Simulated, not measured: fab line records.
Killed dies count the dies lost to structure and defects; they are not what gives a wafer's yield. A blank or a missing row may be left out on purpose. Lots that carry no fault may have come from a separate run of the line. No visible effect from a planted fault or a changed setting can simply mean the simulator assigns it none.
Matching of chambers | flow gf180mcu | GF_V5_ETCH_16 on rie diel-04 has 4 sister chambers
The step etches BARC in N2/H2. 4 wafers are shown with their chamber, then 12 later ones without.

WAFERS WITH THEIR CHAMBER
wafer  | chamber | drypump motor current A (A)
L088.2 | 2       | 6.2
L091.1 | 1       | 6.5
L091.2 | 0       | 5.4
L091.3 | 3       | 5.4

WAFERS WITHOUT THEIR CHAMBER
wafer  | drypump motor current A (A)
L091.4 | 6.2
L091.5 | 6.5
L091.6 | 5.4
L092.1 | 5.4
L092.2 | 6.4
L092.3 | 6.2
L093.2 | 5.5
L093.4 | 5.4
L093.5 | 5.4
L096.1 | 5.4
L096.4 | 6.2
L096.6 | 6.2

WHICH CHAMBER EACH WENT THROUGH
wafer  | from the rows above     | in truth
L091.4 | 2                       | 2
L091.5 | 1                       | 1
L091.6 | can't be placed: 0 or 3 | 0
L092.1 | can't be placed: 0 or 3 | 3
L092.2 | 1                       | 1
L092.3 | 2                       | 2
L093.2 | can't be placed: 0 or 3 | 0
L093.4 | can't be placed: 0 or 3 | 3
L093.5 | can't be placed: 0 or 3 | 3
L096.1 | can't be placed: 0 or 3 | 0
L096.4 | 2                       | 2
L096.6 | 2                       | 2
Placed correctly: 6 of 12. Can't be placed from these rows: 6 (the true chamber is among the candidates in 6). 0 placed wrongly.
How it was worked out, from the rows above alone: a wafer's distance from a chamber is the root of the sum, over the readings, of the square of ((its reading less the chamber's mean) divided by the reading's scatter). The wafer belongs to the nearest chamber; if the next one is less than 2 further off, it can't be placed. Each chamber's mean is taken over the wafers shown for it. The scatter: with one shown wafer a chamber, the root of the mean of the squares of how far each hidden wafer lies from its nearest shown one.
